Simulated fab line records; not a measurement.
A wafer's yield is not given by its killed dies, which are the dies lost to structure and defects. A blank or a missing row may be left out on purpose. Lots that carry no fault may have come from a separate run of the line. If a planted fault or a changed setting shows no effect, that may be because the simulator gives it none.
fab line records	flow sky130
record: lots: 14	wafers: 42	last_day: 50
route steps=708 shown NWELL@76 VT_ADJUST_LVTN@107 GATE_OXIDE@189 PAD_OPEN@708
lots untouched by any fault: they come from a run of this same line in which no faults occurred
start_h: start of the lot's first displayed wafer, in hours after the record's first day	wait_h: hours since the lot's step before	" identical to the entry in the row above	L1.1+2: a row that stands for several wafers	- no value, or no start given	* or withheld: withheld	< > ~ a bound
route shown NAME@n: NAME is a module with steps in the file, n the number in the route of the first one	usual: mean/standard deviation of fault-free wafers	same: alike in all rows	chamber/n: place in a boat	sites: per-site readings	_std_site: how widely they spread, as a standard deviation	_edge_site: outer sites' mean less inner sites'	radius_mm: for every site, how far away it sits from the centre of the wafer	mask NAME#n: copy n	behind: the tool/chamber that last shaped the wafer	hold: why the lot was held/for how many hours/how that ended	device: transistor that didn't switch, given as n, p or np	end of line: tests of these same wafers at the route's end	for a step that has no rows: nothing shown but its recipe	killed: count of dies lost to structure and defects at first sort (not the wafer's yield)	map: per-die view of a wafer (x killed, . not killed, _ where there is no die)
set.NAME: the setting the step ran with; set.NAME@STEP: the setting that earlier step ran with	model.NAME: the simulator's own value behind a step, which no gauge read
one table for each step of the route and one row for each wafer, over a sample of lots
== steps ==
step: SKY_NWELL_OVL_MEAS_23
usual: NWELL_01_OVL: 0.7/1.2
lot.wafer	tool	chamber	start_h	wait_h	NWELL_01_OVL[nm]
L484.2	overlay-02	-	98.72	-	2.1
L484.3	"	-	"	"	2.4
L484.4	"	-	"	"	1.6
L486.2	overlay-01	-	115.17	-	3.4
L486.4	"	-	"	"	2.6
L486.6	"	-	"	"	0.9
L488.2	overlay-02	-	125.97	-	-0.1
L488.4	"	-	"	"	1.1
L488.5	"	-	"	"	0.9
L491.1	overlay-01	-	149.81	-	2.0
L491.2	"	-	"	"	0.6
L491.4	"	-	"	"	1.0
L492.2	overlay-02	-	154.99	-	0.9
L492.4	"	-	"	"	-0.9
L492.6	"	-	"	"	0.2
L494.3	overlay-01	-	163.93	-	2.5
L494.4	"	-	"	"	0.5
L494.5	"	-	"	"	2.4
L497.1	overlay-01	-	182.54	-	1.1
L497.4	"	-	"	"	-0.8
L497.6	"	-	"	"	0.4
L500.2	overlay-02	-	199.42	-	-1.4
L500.3	"	-	"	"	-0.5
L500.6	"	-	"	"	0.6
L501.2	overlay-01	-	206.17	-	0.4
L501.3	"	-	"	"	1.6
L501.5	"	-	"	"	2.1
L502.2	overlay-01	-	210.77	-	1.3
L502.4	"	-	"	"	-2.8
L502.5	"	-	"	"	0.6
L503.2	overlay-02	-	219.37	-	1.0
L503.4	"	-	"	"	-1.6
L503.6	"	-	"	"	1.9
L504.2	overlay-02	-	224.92	-	0.1
L504.3	"	-	"	"	0.8
L504.6	"	-	"	"	0.5
L506.1	overlay-02	-	233.46	-	1.3
L506.3	"	-	"	"	0.9
L506.4	"	-	"	"	1.2
L507.2	overlay-01	-	241.97	-	2.0
L507.3	"	-	"	"	1.1
L507.6	"	-	"	"	1.3
step: SKY_VT_ADJUST_LVTN_TW_MEAS_10
usual: VT_ADJUST_LVTN_TW: 242.1/1.7
lot.wafer	tool	chamber	start_h	wait_h	VT_ADJUST_LVTN_TW
L484.2	film_metro-04	-	137.68	0.1	241.1
L484.3	"	-	"	"	240.5
L484.4	"	-	"	"	240.0
L486.2	film_metro-04	-	153.91	0.1	237.6
L486.4	"	-	"	"	238.1
L486.6	"	-	"	"	238.7
L488.2	film_metro-02	-	165.38	0.1	243.2
L488.4	"	-	"	"	244.4
L488.5	"	-	"	"	243.1
L491.1	film_metro-02	-	191.05	0.1	243.1
L491.2	"	-	"	"	242.5
L491.4	"	-	"	"	243.0
L492.2	film_metro-02	-	196.38	0.1	243.9
L492.4	"	-	"	"	242.0
L492.6	"	-	"	"	242.0
L494.3	film_metro-04	-	206.12	0.1	241.5
L494.4	"	-	"	"	241.0
L494.5	"	-	"	"	240.1
L497.1	film_metro-02	-	225.90	0.1	243.9
L497.4	"	-	"	"	243.1
L497.6	"	-	"	"	242.9
L500.2	film_metro-02	-	244.38	0.1	243.6
L500.3	"	-	"	"	242.7
L500.6	"	-	"	"	243.2
L501.2	film_metro-02	-	252.61	0.1	243.8
L501.3	"	-	"	"	244.2
L501.5	"	-	"	"	241.6
L502.2	film_metro-03	-	257.16	0.1	241.6
L502.4	"	-	"	"	243.0
L502.5	"	-	"	"	242.2
L503.2	film_metro-02	-	267.63	0.1	243.1
L503.4	"	-	"	"	245.0
L503.6	"	-	"	"	243.4
L504.2	film_metro-03	-	272.38	0.1	243.5
L504.3	"	-	"	"	243.6
L504.6	"	-	"	"	245.1
L506.1	film_metro-02	-	282.70	0.1	243.8
L506.3	"	-	"	"	243.0
L506.4	"	-	"	"	243.0
L507.2	film_metro-03	-	290.86	0.1	241.6
L507.3	"	-	"	"	242.8
L507.6	"	-	"	"	241.6
step: SKY_VT_ADJUST_LVTN_SOFTBAKE_14
recipe: temp_c: 90	time_s: 60	resist: NOVOLAK
usual: run_length_s: 89.05/0.17
lot.wafer	tool	chamber	start_h	wait_h	run_length_s
L484.2	litho_track-04	0	147.74	0.1	89.03
L484.3	"	0	"	"	88.85
L484.4	"	0	"	"	89.01
L486.2	litho_track-04	0	163.44	0.1	88.77
L486.4	"	0	"	"	88.97
L486.6	"	0	"	"	88.92
L488.2	litho_track-04	0	175.44	0.1	99.38
L488.4	"	0	"	"	99.31
L488.5	"	0	"	"	99.45
L491.1	litho_track-04	0	201.76	0.1	99.58
L491.2	"	0	"	"	99.41
L491.4	"	0	"	"	99.43
L492.2	litho_track-04	0	206.29	0.1	99.58
L492.4	"	0	"	"	99.31
L492.6	"	0	"	"	99.67
L494.3	litho_track-02	0	216.66	0.1	89.19
L494.4	"	0	"	"	89.22
L494.5	"	0	"	"	89.07
L497.1	litho_track-01	0	236.19	0.1	89.23
L497.4	"	0	"	"	89.08
L497.6	"	0	"	"	89.10
L500.2	litho_track-01	0	256.01	0.1	89.05
L500.3	"	0	"	"	89.27
L500.6	"	0	"	"	89.18
L501.2	litho_track-01	0	264.16	0.1	89.16
L501.3	"	0	"	"	89.05
L501.5	"	0	"	"	89.25
L502.2	litho_track-04	0	269.24	0.1	88.86
L502.4	"	0	"	"	89.06
L502.5	"	0	"	"	88.81
L503.2	litho_track-04	0	279.99	0.1	88.85
L503.4	"	0	"	"	88.94
L503.6	"	0	"	"	88.98
L504.2	litho_track-02	0	284.84	0.1	89.17
L504.3	"	0	"	"	89.13
L504.6	"	0	"	"	89.29
L506.1	litho_track-01	0	295.84	0.1	89.21
L506.3	"	0	"	"	89.04
L506.4	"	0	"	"	89.15
L507.2	litho_track-02	0	303.34	0.1	89.09
L507.3	"	0	"	"	89.11
L507.6	"	0	"	"	89.07
step: SKY_GATE_OXIDE_THK_MEAS_02
recipe: reads: SiO2_of_GATE_OXIDE_OXIDATION_01
usual: GATE_OXIDE_OXIDATION_00_THK: 10.21/0.2
lot.wafer	tool	chamber	start_h	wait_h	GATE_OXIDE_OXIDATION_00_THK[nm]
L484.2	film_metro-03	-	275.30	0.0	10.19
L484.3	"	-	"	"	10.15
L484.4	"	-	"	"	10.14
L486.2	film_metro-01	-	294.66	0.0	9.83
L486.4	"	-	"	"	9.81
L486.6	"	-	"	"	9.76
L488.2	film_metro-03	-	308.96	0.0	10.45
L488.4	"	-	"	"	10.33
L488.5	"	-	"	"	10.47
L491.1	film_metro-03	-	343.01	0.0	9.90
L491.2	"	-	"	"	10.08
L491.4	"	-	"	"	10.04
L492.2	film_metro-01	-	347.29	0.0	10.16
L492.4	"	-	"	"	10.06
L492.6	"	-	"	"	10.03
L494.3	film_metro-01	-	364.45	0.0	10.36
L494.4	"	-	"	"	10.52
L494.5	"	-	"	"	10.41
L497.1	film_metro-04	-	390.49	0.0	9.96
L497.4	"	-	"	"	9.92
L497.6	"	-	"	"	9.89
L500.2	film_metro-04	-	414.00	0.0	10.13
L500.3	"	-	"	"	10.13
L500.6	"	-	"	"	10.10
L501.2	film_metro-03	-	419.90	0.0	10.25
L501.3	"	-	"	"	10.29
L501.5	"	-	"	"	10.11
L502.2	film_metro-04	-	430.00	0.0	10.53
L502.4	"	-	"	"	10.28
L502.5	"	-	"	"	10.29
L503.2	film_metro-04	-	442.61	0.0	10.31
L503.4	"	-	"	"	10.32
L503.6	"	-	"	"	10.27
L504.2	film_metro-04	-	455.51	0.0	10.46
L504.3	"	-	"	"	10.47
L504.6	"	-	"	"	10.53
L506.1	film_metro-01	-	463.18	0.0	10.33
L506.3	"	-	"	"	10.34
L506.4	"	-	"	"	10.43
L507.2	film_metro-04	-	470.40	0.0	10.25
L507.3	"	-	"	"	10.40
L507.6	"	-	"	"	10.49
step: SKY_PAD_OPEN_PROBE_99
usual: killed_at_M0_to_M3: 42/7.6	killed_at_M4_up: 3.4/2	killed_at_contacts: 24/5.9	killed_at_front_end: 16/4.5	killed_at_other: 0.4/0.58	killed_dies: 86/10	killed_open: 47/7.6	killed_short: 39/6.7
same: gross_dies: 492	killed_at_back_side: 0
lot.wafer	tool	chamber	start_h	wait_h	killed_at_M0_to_M3	killed_at_M4_up	killed_at_contacts	killed_at_front_end	killed_at_other	killed_dies	killed_open	killed_short
L488.2	prober-02	-	1102.73	0.1	37	5	23	19	0	84	46	37
L488.4	prober-02	-	1102.83	0.2	43	1	25	23	0	92	57	35
L488.5	prober-02	-	1102.88	0.2	44	2	23	14	0	83	40	42
L492.2	prober-02	-	1130.13	0.1	52	3	23	12	0	90	49	41
L492.4	prober-02	-	1130.23	0.2	62	2	28	14	1	107	56	51
L492.6	prober-02	-	1130.33	0.2	49	1	28	16	0	94	58	36
L494.3	prober-02	-	1137.63	0.2	32	6	20	11	0	69	42	26
L494.4	prober-02	-	1137.68	0.2	37	5	11	18	0	71	40	30
L494.5	prober-02	-	1137.73	0.2	37	3	18	27	2	87	50	36
L502.2	prober-02	-	1179.88	0.1	36	1	17	13	0	67	35	32
L502.4	prober-02	-	1179.98	0.2	61	1	25	16	1	104	52	52
L502.5	prober-02	-	1180.03	0.2	37	3	19	15	0	74	47	27
L504.2	prober-02	-	1193.28	0.1	40	7	33	16	1	97	63	34
L504.3	prober-02	-	1193.33	0.2	43	4	30	15	0	92	52	40
L504.6	prober-02	-	1193.48	0.2	44	4	36	20	0	104	53	51
L506.1	prober-02	-	1195.63	0.1	43	2	32	17	0	94	54	38
L506.3	prober-02	-	1195.73	0.2	40	4	26	16	1	87	49	38
L506.4	prober-02	-	1195.78	0.2	40	1	15	21	0	77	48	28
killed by level:class
L488.2 CONTACT:geometric_particle:open=9 VIA1:geometric_particle:open=7 FIELD_ISO:geometric_particle:short=6 CONTACT:geometric_particle:short=6 FIELD_ISO:geometric_particle:open=5 LI_CONTACT:geometric_particle:open=5 VIA2:geometric_particle:open=5 VIA3:geometric_particle:short=5
L488.4 CONTACT:geometric_particle:open=12 VIA1:geometric_particle:open=12 VIA3:geometric_particle:open=8 FIELD_ISO:geometric_particle:open=5 CONTACT:geometric_particle:short=5 POLY_GATE:geometric_particle:short=4 POLY_GATE:geometric_particle:open=4 POLY_CUT:geometric_particle:open=4
L488.5 VIA1:geometric_particle:open=12 FIELD_ISO:geometric_particle:short=8 LI_CONTACT:geometric_particle:open=8 VIA1:geometric_particle:short=8 CONTACT:geometric_particle:open=6 METAL2:geometric_particle:short=6 VIA2:geometric_particle:open=6 POLY_GATE:geometric_particle:open=4
L492.2 VIA1:geometric_particle:open=17 LOCAL_INTERCONNECT:geometric_particle:short=10 VIA3:geometric_particle:open=9 METAL1:geometric_particle:short=8 FIELD_ISO:geometric_particle:open=6 FIELD_ISO:geometric_particle:short=5 CONTACT:geometric_particle:open=5 VIA2:geometric_particle:open=5
L492.4 VIA2:geometric_particle:open=14 VIA1:geometric_particle:open=11 CONTACT:geometric_particle:open=9 METAL2:geometric_particle:short=9 LI_CONTACT:geometric_particle:open=7 CONTACT:geometric_particle:short=7 METAL1:geometric_particle:short=7 VIA3:geometric_particle:open=6
L492.6 VIA3:geometric_particle:open=10 VIA2:geometric_particle:open=10 LI_CONTACT:geometric_particle:open=9 CONTACT:geometric_particle:open=7 VIA1:geometric_particle:open=7 VIA1:geometric_particle:short=7 CONTACT:geometric_particle:short=6 POLY_GATE:geometric_particle:open=4
L494.3 CONTACT:geometric_particle:open=9 VIA1:geometric_particle:open=9 METAL1:geometric_particle:short=7 VIA3:geometric_particle:open=5 LI_CONTACT:geometric_particle:open=5 METAL2:geometric_particle:short=4 METAL4:geometric_particle:short=4 FIELD_ISO:geometric_particle:open=3
L494.4 METAL1:geometric_particle:short=10 CONTACT:geometric_particle:open=7 POLY_GATE:geometric_particle:open=6 FIELD_ISO:geometric_particle:open=5 VIA2:geometric_particle:open=5 VIA1:geometric_particle:open=5 VIA3:geometric_particle:open=4 POLY_GATE:geometric_particle:short=3
L494.5 VIA1:geometric_particle:open=12 CONTACT:geometric_particle:open=11 FIELD_ISO:geometric_particle:open=8 POLY_GATE:geometric_particle:open=6 METAL2:geometric_particle:short=6 FIELD_ISO:geometric_particle:short=5 POLY_GATE:geometric_particle:short=5 METAL1:geometric_particle:short=5
L502.2 LI_CONTACT:geometric_particle:open=8 METAL2:geometric_particle:short=8 VIA2:geometric_particle:open=7 METAL1:geometric_particle:short=6 POLY_GATE:geometric_particle:open=5 CONTACT:geometric_particle:open=5 POLY_GATE:geometric_particle:short=4 VIA1:geometric_particle:open=4
L502.4 VIA1:geometric_particle:open=12 LI_CONTACT:geometric_particle:open=11 METAL1:geometric_particle:short=10 METAL2:geometric_particle:short=10 FIELD_ISO:geometric_particle:short=6 VIA3:geometric_particle:open=6 LI_CONTACT:geometric_particle:short=5 CONTACT:geometric_particle:open=5
L502.5 VIA1:geometric_particle:open=9 VIA2:geometric_particle:open=8 LI_CONTACT:geometric_particle:open=6 CONTACT:geometric_particle:open=6 FIELD_ISO:geometric_particle:open=5 CONTACT:geometric_particle:short=5 METAL2:geometric_particle:short=5 VIA1:geometric_particle:short=4
L504.2 CONTACT:geometric_particle:open=17 VIA1:geometric_particle:open=10 CONTACT:geometric_particle:short=8 VIA3:geometric_particle:open=7 POLY_GATE:geometric_particle:open=5 METAL4:geometric_particle:short=5 LI_CONTACT:geometric_particle:open=5 METAL2:geometric_particle:open=5
L504.3 CONTACT:geometric_particle:open=9 LOCAL_INTERCONNECT:geometric_particle:short=8 VIA1:geometric_particle:open=8 VIA3:geometric_particle:open=8 LI_CONTACT:geometric_particle:open=6 VIA2:geometric_particle:open=6 CONTACT:geometric_particle:short=5 VIA1:geometric_particle:short=5
L504.6 CONTACT:geometric_particle:open=13 CONTACT:geometric_particle:short=9 VIA1:geometric_particle:open=9 VIA1:geometric_particle:short=8 VIA2:geometric_particle:open=8 VIA3:geometric_particle:open=7 POLY_GATE:geometric_particle:short=7 LI_CONTACT:geometric_particle:open=7
L506.1 LI_CONTACT:geometric_particle:open=11 CONTACT:geometric_particle:open=9 VIA3:geometric_particle:open=9 VIA2:geometric_particle:open=5 LOCAL_INTERCONNECT:geometric_particle:short=5 CONTACT:geometric_particle:short=5 VIA1:geometric_particle:open=5 POLY_GATE:geometric_particle:open=4
L506.3 CONTACT:geometric_particle:open=9 METAL1:geometric_particle:short=8 LI_CONTACT:geometric_particle:open=7 VIA1:geometric_particle:open=7 LOCAL_INTERCONNECT:geometric_particle:short=5 METAL2:geometric_particle:short=5 VIA3:geometric_particle:open=5 POLY_GATE:geometric_particle:open=4
L506.4 VIA1:geometric_particle:open=10 VIA3:geometric_particle:open=9 CONTACT:geometric_particle:open=5 POLY_GATE:geometric_particle:open=5 METAL2:geometric_particle:short=5 FIELD_ISO:geometric_particle:short=4 FIELD_ISO:geometric_particle:open=3 POLY_GATE:geometric_particle:short=3
== key ==
first_sign: step: SKY_VT_ADJUST_LVTN_SOFTBAKE_14	reading: run_length_s	direction: up	sigmas: 62	usual: *	struck: *
effect none on later readings
met_at SKY_VT_ADJUST_LVTN_SOFTBAKE_14
struck_lots L488,L491,L492
tester_left_out L488,L491,L492
not_acting_at SKY_NWELL_OVL_MEAS_23,SKY_VT_ADJUST_LVTN_TW_MEAS_10,SKY_GATE_OXIDE_THK_MEAS_02
onset_between 163.44 175.44
fault: kind: process_parameter_drift	tool: litho_track-04	chamber: -	onset_h: 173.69	steps: SKY_VT_ADJUST_LVTN_SOFTBAKE_14	channel: time_s	offset: *	shape: step	end_h: 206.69	acts_in: *	stated: *
tester_left_out: of these lots the tester's yield and bins aren't shown, on N5 and GAA mostly nor the transistor test; their killed dies are dies lost to structure and defects alone, not to doping, threshold or leakage, so they don't give the yield
